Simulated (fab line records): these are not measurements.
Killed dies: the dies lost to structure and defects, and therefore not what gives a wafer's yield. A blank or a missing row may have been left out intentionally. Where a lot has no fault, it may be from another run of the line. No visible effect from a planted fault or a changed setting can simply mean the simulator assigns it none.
One fault seen from 2 desks + flow gf180mcu + each desk holds nothing but its own numbers, with what lay behind them at the end

== TOOL OWNER'S DESK, lpcvd-02 ==
The tool's own readings at GF_HV_LDD_CVD_56 (deposits Si3N4 from DCS/NH3, target thk 90 nm, time 1543 s): means of the sampled wafers that have a number, for each lot that ran on this tool. A lot is out of limits, marked OUT, if its mean lies more than 4 standard deviations from the usual mean; the brackets give that distance.
Columns: A = spike-tc-centre-C at GF_HV_LDD_CVD_56, usual 770.7 C; B = spike-tc-lower-C at GF_HV_LDD_CVD_56, usual 769.8 C; C = spike-tc-upper-C at GF_HV_LDD_CVD_56, usual 770.0 C; D = susceptor-temp-C at GF_HV_LDD_CVD_56, usual 769.9 C
| lot  | first seen here | A                | B     | C                | D               |
|------|-----------------|------------------|-------|------------------|-----------------|
| L587 | day 12 18:07    | 771.8            | 769.3 | 769.8            | 770.1           |
| L591 | day 14 05:17    | 770.8            | 769.7 | 770.3            | 769.8           |
| L600 | day 17 10:04    | 777.1 (+5.4) OUT | 773.9 | 775.2 (+4.3) OUT | 775.0 (+17) OUT |
| L601 | day 17 12:13    | 777.3 (+5.5) OUT | 774.2 | 774.6            | 775.0 (+16) OUT |
| L604 | day 18 10:56    | 771.1            | 770.3 | 770.3            | 769.7           |
Finding of this desk: L600, L601 out of limits; the first was L600 at day 17 10:04, on spike-tc-centre-C at GF_HV_LDD_CVD_56. In limits: L587, L591, L604.

== FROM THE METROLOGY DESK ==
What the gauges read for every lot (on any tool): the sampled wafers with a number, averaged. A lot is out of limits, marked OUT, if its mean lies more than 4 standard deviations from the usual mean; the brackets give that distance.
Columns: A = HV_LDD_CVD_56_THK at GF_HV_LDD_THK_MEAS_57, usual 90.1 nm
| lot  | first seen here | A               |
|------|-----------------|-----------------|
| L587 | day 12 19:33    | 88.9            |
| L588 | day 13 10:47    | 90.2            |
| L591 | day 14 06:43    | 88.9            |
| L596 | day 16 00:52    | 91.1            |
| L600 | day 17 11:29    | 98.0 (+8.0) OUT |
| L601 | day 17 13:39    | 100.4 (+10) OUT |
| L603 | day 18 08:22    | 92.1            |
| L604 | day 18 12:22    | 89.3            |
| L606 | day 19 10:22    | 90.3            |
| L607 | day 19 22:54    | 89.6            |
| L608 | day 20 01:43    | 89.9            |
This desk finds L600, L601 out of limits, with the earliest case on L600 at day 17 11:29 (HV_LDD_CVD_56_THK at GF_HV_LDD_THK_MEAS_57). In limits: L587, L588, L591, L596, L603, L604, L606, L607, L608.

== ALL TOGETHER ==
At day 17 10:04, on L600, L601, the tool owner's desk was in a position to raise an alarm.
L600, L601 would have let the metrology desk raise an alarm at day 17 11:29.
The lots listed all ran GF_HV_LDD_CVD_56 on lpcvd-02.

== WHAT WAS PUT IN BY THE SIMULATOR ==
lpcvd-02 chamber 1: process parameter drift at GF_HV_LDD_CVD_56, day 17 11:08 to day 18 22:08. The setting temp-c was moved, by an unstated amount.
Struck lots among those shown: L600, L601.
